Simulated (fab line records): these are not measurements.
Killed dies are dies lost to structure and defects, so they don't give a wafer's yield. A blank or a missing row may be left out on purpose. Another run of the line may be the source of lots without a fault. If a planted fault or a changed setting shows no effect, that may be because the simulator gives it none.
fab line records ; flow sfq-line
[record] lots = 14; wafers = 42; last-day = 89
route steps=325 shown I5@238 M7@291 I7@297
lots that met no fault: taken from a fault-free run of the same line
start-h: the number of hours between the record's first day and the start of the first shown wafer of the lot ; wait-h: how many hours have passed since the lot's step before this one ; " same as the row above ; L1.1+2: one row covering several wafers at once ; - no value, or no start given ; * or withheld: withheld ; < > ~ a bound
route shown NAME@n: names a module that has steps shown in the file, with the first one's number in the route ; usual: average and standard deviation across the fault-free wafers ; same: alike in all rows ; chamber/n: place in a boat ; sites: each site's reading ; _std_site: standard deviation across them ; _edge_site: inner sites' mean taken away from outer sites' mean ; radius-mm: for every site, how far away it sits from the centre of the wafer ; mask NAME#n: copy n ; behind: tool/chamber where the wafer was last shaped ; hold: cause of the lot's hold/its duration in hours/its outcome ; device: which transistor (n, p or np) failed to switch ; end of line: the route-end tests of the same wafers ; a step given without rows: its recipe and nothing more ; killed: dies lost to structure and defects at the first sort, not the wafer's yield ; map: the dies of a wafer, with x for killed, . for not killed, _ for no die there
set.NAME: the setting as run; set.NAME@STEP: as run at that earlier step ; model.NAME: the simulator's own value behind a step, which no gauge read
a sample of lots followed through the steps of the route, with each step as a table and each wafer as a row
services: the hour from which a tool's chamber was out of use, counted from the record's first day as start-h (under 0 if before that day), plus the number of hours and why
[[steps]]
[step SFQ_TRILAYER_I5_STRIP_STRIP_148]
[recipe] gas = O2; power-w = 200; platen-temp-c = 40; overash-fraction = 0.65; chemistry = O2; pressure-mtorr = 50
[usual] drypump-motor-current-A = 6.03/0.19; oes-product-au = 1.004/0.0069
lot.wafer;tool;chamber;start-h;wait-h;drypump-motor-current-A;oes-product-au;rf-hours-counter-h
L444.1;rie-metal-01;1;1620.18;-;5.99;1.008;114
L444.5;rie-metal-01;0;1620.18;-;6.10;0.998;-
L444.6;rie-metal-01;1;1620.18;-;6.00;1.002;-
L445.1;rie-metal-03;0;1621.38;-;5.97;1.003;112
L445.2;rie-metal-03;1;1621.38;-;6.40;1.001;56
L445.4;rie-metal-03;1;1621.38;-;6.36;1.001;-
L447.1;rie-metal-03;1;1624.98;-;6.44;1.002;56
L447.2;rie-metal-03;0;1624.98;-;5.97;1.007;112
L447.4;rie-metal-03;1;1624.98;-;6.44;0.997;-
L448.1;rie-metal-04;0;1630.98;-;5.82;0.996;82
L448.2;rie-metal-04;0;1630.98;-;5.80;0.996;-
L448.5;rie-metal-04;0;1630.98;-;5.77;0.997;-
L449.1;rie-metal-04;0;1634.70;-;5.79;1.007;83
L449.3;rie-metal-04;0;1634.70;-;5.81;0.997;-
L449.6;rie-metal-04;0;1634.70;-;5.80;0.997;-
L454.2;rie-metal-01;1;1758.07;-;6.04;1.009;1
L454.5;rie-metal-01;1;1758.07;-;5.94;1.008;-
L454.6;rie-metal-01;0;1758.07;-;6.10;1.004;-
L455.1;rie-metal-01;0;1762.87;-;6.08;0.996;73
L455.2;rie-metal-01;1;1762.87;-;6.01;1.004;2
L455.5;rie-metal-01;0;1762.87;-;6.11;1.004;-
L456.1;rie-metal-01;0;1792.89;-;6.10;1.010;78
L456.3;rie-metal-01;0;1792.89;-;6.09;1.014;-
L456.4;rie-metal-01;1;1792.89;-;5.95;1.011;-
L458.1;rie-metal-04;1;1868.10;-;6.01;1.007;106
L458.2;rie-metal-04;0;1868.10;-;5.80;1.010;116
L458.6;rie-metal-04;0;1868.10;-;5.81;1.005;-
L459.1;rie-metal-04;0;1887.42;-;5.83;1.000;117
L459.2;rie-metal-04;1;1887.42;-;6.00;1.004;107
L459.6;rie-metal-04;0;1887.42;-;5.83;1.007;-
L460.1;rie-metal-01;0;1907.33;-;6.11;0.989;94
L460.2;rie-metal-01;1;1907.33;-;5.97;0.995;23
L460.5;rie-metal-01;0;1907.33;-;6.13;0.989;-
L462.1;rie-metal-04;0;1941.06;-;5.78;0.995;124
L462.4;rie-metal-04;1;1941.06;-;5.99;1.012;-
L462.5;rie-metal-04;0;1941.06;-;5.80;1.003;-
L463.2;rie-metal-03;1;1957.10;-;6.40;1.009;108
L463.4;rie-metal-03;0;1957.10;-;5.96;0.998;-
L463.6;rie-metal-03;1;1957.10;-;6.41;0.995;-
L464.1;rie-metal-04;1;1966.70;-;6.01;1.004;118
L464.5;rie-metal-04;1;1966.70;-;6.00;1.011;-
L464.6;rie-metal-04;0;1966.70;-;5.81;1.004;-
[step SFQ_M7_OVL_MEAS_945]
[usual] M7_OVL = 0/6.5
lot.wafer;tool;chamber;start-h;wait-h;M7_OVL[nm]
L444.1;overlay-01;-;1727.67;0.1;-2
L444.5;overlay-01;-;1727.67;0.1;-4
L444.6;overlay-01;-;1727.67;0.1;-6
L445.1;overlay-01;-;1728.87;0.1;7
L445.2;overlay-01;-;1728.87;0.1;-1
L445.4;overlay-01;-;1728.87;0.1;5
L447.1;overlay-01;-;1731.27;0.1;-7
L447.2;overlay-01;-;1731.27;0.1;5
L447.4;overlay-01;-;1731.27;0.1;-10
L448.1;overlay-01;-;1799.14;0.1;-1
L448.2;overlay-01;-;1799.14;0.1;-1
L448.5;overlay-01;-;1799.14;0.1;-1
L449.1;overlay-01;-;1801.54;0.1;8
L449.3;overlay-01;-;1801.54;0.1;8
L449.6;overlay-01;-;1801.54;0.1;7
L454.2;overlay-01;-;1946.06;0.1;-11
L454.5;overlay-01;-;1946.06;0.1;-6
L454.6;overlay-01;-;1946.06;0.1;-16
L455.1;overlay-01;-;1950.76;0.1;5
L455.2;overlay-01;-;1950.76;0.1;1
L455.5;overlay-01;-;1950.76;0.1;-4
L456.1;overlay-01;-;1953.16;0.1;-6
L456.3;overlay-01;-;1953.16;0.1;-1
L456.4;overlay-01;-;1953.16;0.1;-14
L458.1;overlay-01;-;1963.17;0.1;-5
L458.2;overlay-01;-;1963.17;0.1;-4
L458.6;overlay-01;-;1963.17;0.1;-8
L459.1;overlay-01;-;2067.19;0.1;-2
L459.2;overlay-01;-;2067.19;0.1;1
L459.6;overlay-01;-;2067.19;0.1;2
L460.1;overlay-01;-;2088.79;0.1;6
L460.2;overlay-01;-;2088.79;0.1;3
L460.5;overlay-01;-;2088.79;0.1;11
L462.1;overlay-02;-;2112.92;0.1;-5
L462.4;overlay-02;-;2112.92;0.1;-1
L462.5;overlay-02;-;2112.92;0.1;-2
L463.2;overlay-02;-;2120.18;0.1;-2
L463.4;overlay-02;-;2120.18;0.1;3
L463.6;overlay-02;-;2120.18;0.1;-2
L464.1;overlay-02;-;2126.18;0.1;4
L464.5;overlay-02;-;2126.18;0.1;4
L464.6;overlay-02;-;2126.18;0.1;4
[step SFQ_TRILAYER_M7_BARC_OPEN_METAL_ETCH_229]
[recipe] mask-material = PR; chemistry = O2; target-depth-nm = 125; target = BARC; icp-w = 600; bias-w = 80; pressure-mtorr = 10; time-s = 41.7
[usual] drypump-motor-current-A = 6.03/0.18; oes-product-au = 0.685/0.0047; rf-fwd-power-W = 594.5/2.7
lot.wafer;tool;chamber;start-h;wait-h;drypump-motor-current-A;oes-product-au;rf-fwd-power-W;rf-hours-counter-h
L444.1;rie-metal-01;0;1727.71;0.0;6.12;0.681;596.1;68
L444.5;rie-metal-01;1;1727.71;0.0;5.99;0.684;594.1;-
L444.6;rie-metal-01;0;1727.71;0.0;6.08;0.697;594.9;-
L445.1;rie-metal-03;0;1728.91;0.0;5.97;0.692;593.3;128
L445.2;rie-metal-03;1;1728.91;0.0;6.37;0.691;597.5;72
L445.4;rie-metal-03;0;1728.91;0.0;5.98;0.685;594.1;-
L447.1;rie-metal-04;0;1731.31;0.0;5.77;0.691;594.5;100
L447.2;rie-metal-04;1;1731.31;0.0;6.01;0.693;590.1;92
L447.4;rie-metal-04;1;1731.31;0.0;6.02;0.683;589.4;-
L448.1;rie-metal-03;1;1799.18;0.0;6.37;0.684;592.6;82
L448.2;rie-metal-03;0;1799.18;0.0;5.96;0.684;598.4;139
L448.5;rie-metal-03;0;1799.18;0.0;5.96;0.688;599.1;-
L449.1;rie-metal-03;0;1801.58;0.0;5.97;0.691;596.4;139
L449.3;rie-metal-03;1;1801.58;0.0;6.37;0.687;595.3;-
L449.6;rie-metal-03;1;1801.58;0.0;6.38;0.690;597.5;-
L454.2;rie-metal-03;1;1946.09;0.0;6.41;0.686;598.2;106
L454.5;rie-metal-03;0;1946.09;0.0;5.97;0.689;597.9;-
L454.6;rie-metal-03;1;1946.09;0.0;6.40;0.683;594.8;-
L455.1;rie-metal-03;1;1950.80;0.0;6.35;0.687;594.0;106
L455.2;rie-metal-03;0;1950.80;0.0;5.96;0.683;693.1;8
L455.5;rie-metal-03;1;1950.80;0.0;6.35;0.691;596.0;-
L456.1;rie-metal-03;0;1953.20;0.0;5.96;0.686;693.9;9
L456.3;rie-metal-03;1;1953.20;0.0;6.39;0.683;596.7;-
L456.4;rie-metal-03;0;1953.20;0.0;5.96;0.687;693.1;-
L458.1;rie-metal-04;1;1963.21;0.0;6.00;0.689;593.7;118
L458.2;rie-metal-04;0;1963.21;0.0;5.77;0.690;595.4;127
L458.6;rie-metal-04;1;1963.21;0.0;6.01;0.692;587.7;-
L459.1;rie-metal-04;1;2067.23;0.0;6.00;0.677;595.4;0
L459.2;rie-metal-04;0;2067.23;0.0;5.80;0.686;596.3;3
L459.6;rie-metal-04;1;2067.23;0.0;6.02;0.685;594.5;-
L460.1;rie-metal-01;0;2088.83;0.0;6.09;0.691;597.3;118
L460.2;rie-metal-01;1;2088.83;0.0;6.01;0.688;593.0;46
L460.5;rie-metal-01;1;2088.83;0.0;6.03;0.689;594.2;-
L462.1;rie-metal-01;0;2112.95;0.0;6.12;0.692;597.4;119
L462.4;rie-metal-01;1;2112.95;0.0;6.00;0.688;592.7;-
L462.5;rie-metal-01;1;2112.95;0.0;5.97;0.688;589.7;-
L463.2;rie-metal-01;1;2120.21;0.0;5.97;0.686;592.8;48
L463.4;rie-metal-01;0;2120.21;0.0;6.12;0.689;594.3;-
L463.6;rie-metal-01;0;2120.21;0.0;6.12;0.679;594.7;-
L464.1;rie-metal-04;1;2126.21;0.0;6.00;0.684;589.9;8
L464.5;rie-metal-04;0;2126.21;0.0;5.78;0.685;595.0;-
L464.6;rie-metal-04;1;2126.21;0.0;6.00;0.685;595.5;-
[step SFQ_TRILAYER_I7_CMP_CMP_184]
[recipe] material = SiO2; down-force-psi = 3; platen-rpm = 60; pad-velocity-m-s = 0.94248
[usual] motor-current-A = 9.9/0.97; time-to-endpoint-s = 216/8
lot.wafer;tool;chamber;start-h;wait-h;motor-current-A;time-to-endpoint-s
L444.1;cmp-01;3;1729.25;0.5;11.5;218
L444.6;cmp-01;2;1730.75;2.0;10.5;211
L444.5;cmp-01;3;1730.75;2.0;10.9;226
L445.2;cmp-02;1;1729.95;0.0;8.5;216
L445.4;cmp-02;2;1729.95;0.0;10.7;216
L445.1;cmp-02;3;1729.95;0.0;9.6;216
L447.2;cmp-02;2;1733.45;1.1;10.8;215
L447.4;cmp-02;3;1733.45;1.1;9.9;221
L447.1;cmp-02;0;1733.45;1.1;10.4;212
L448.1;cmp-01;3;1801.71;1.5;10.3;216
L448.2;cmp-01;0;1801.71;1.5;8.9;217
L448.5;cmp-01;2;1803.21;3.0;10.1;206
L449.1;cmp-02;0;1809.05;6.5;10.7;203
L449.3;cmp-02;1;1809.05;6.5;8.0;229
L449.6;cmp-02;2;1809.05;6.5;10.7;219
L454.2;cmp-02;1;1948.66;1.6;8.2;231
L454.6;cmp-02;2;1948.66;1.6;11.1;224
L454.5;cmp-02;3;1948.66;1.6;9.9;225
L455.1;cmp-01;3;1952.38;0.6;11.3;209
L455.2;cmp-01;0;1952.38;0.6;9.2;215
L455.5;cmp-01;3;1954.38;2.5;10.4;214
L456.3;cmp-01;3;1954.88;0.7;11.2;220
L456.1;cmp-01;0;1954.88;0.7;8.4;232
L456.4;cmp-01;2;1956.38;2.1;10.6;215
L458.1;cmp-01;3;1965.25;1.0;11.2;210
L458.2;cmp-01;0;1965.25;1.0;8.8;222
L458.6;cmp-01;1;1965.25;1.0;10.6;214
L459.2;cmp-02;1;2068.27;0.0;8.6;221
L459.1;cmp-02;2;2068.27;0.0;10.5;215
L459.6;cmp-02;2;2070.77;2.5;10.9;222
L460.2;cmp-01;1;2090.41;0.6;10.7;213
L460.1;cmp-01;3;2091.41;1.6;11.1;220
L460.5;cmp-01;1;2092.41;2.5;10.4;226
L462.1;cmp-01;0;2114.99;1.0;9.0;222
L462.4;cmp-01;1;2114.99;1.0;10.1;217
L462.5;cmp-01;2;2114.99;1.0;10.1;217
L463.2;cmp-01;3;2121.25;0.0;11.4;213
L463.4;cmp-01;0;2121.25;0.0;8.8;220
L463.6;cmp-01;0;2123.75;2.5;8.4;224
L464.1;cmp-02;2;2127.25;0.0;10.3;210
L464.6;cmp-02;2;2129.25;2.0;10.7;212
L464.5;cmp-02;3;2129.25;2.0;9.3;218
[[services]]
tool;chamber;start-h;hours;kind
cmp-01;-;1598.83;4.0;pm
rie-metal-01;-;1617.52;2.6;repair
rie-metal-04;1;1621.07;14.7;repair
cmp-01;-;1668.87;4.6;pm
cmp-01;-;1682.33;2.2;repair
cmp-01;-;1687.91;1.4;repair
rie-metal-01;1;1697.43;6.2;repair
rie-metal-01;-;1702.62;10.0;pm
cmp-01;-;1712.89;0.8;repair
rie-metal-04;1;1743.25;4.9;repair
rie-metal-03;-;1825.23;2.8;pm
cmp-01;-;1848.57;0.6;repair
rie-metal-01;-;1874.49;1.5;repair
cmp-01;-;1900.54;12.3;pm
cmp-01;-;1916.30;3.6;repair
cmp-01;-;1928.36;1.9;repair
cmp-01;-;1938.83;4.0;pm
rie-metal-04;-;1971.61;28.1;pm
rie-metal-01;-;1984.70;0.6;repair
rie-metal-03;-;2021.08;1.4;pm
rie-metal-04;-;2029.30;0.3;repair
cmp-01;-;2031.26;0.8;repair
rie-metal-03;-;2067.50;28.1;pm
rie-metal-04;1;2119.31;1.4;repair
[[key]]
[first-sign] step = SFQ_TRILAYER_M7_BARC_OPEN_METAL_ETCH_229; reading = rf-fwd-power-W; direction = up; sigmas = 37; usual = 594.5; struck = 693.4
effect none on later readings
met-at SFQ_TRILAYER_M7_BARC_OPEN_METAL_ETCH_229
struck-lots L455,L456
struck-wafers L455.2,L456.1,L456.4
not-acting-at SFQ_TRILAYER_I5_STRIP_STRIP_148,SFQ_M7_OVL_MEAS_945,SFQ_TRILAYER_I7_CMP_CMP_184
onset-between 1946.09 1950.80
[fault] kind = process-parameter-drift; tool = rie-metal-03; chamber = 0; onset-h = 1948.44; steps = SFQ_TRILAYER_M7_BARC_OPEN_METAL_ETCH_229; channel = icp-w; offset = 96; shape = step; end-h = 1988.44; acts-in = these-recipes-only; stated = 600
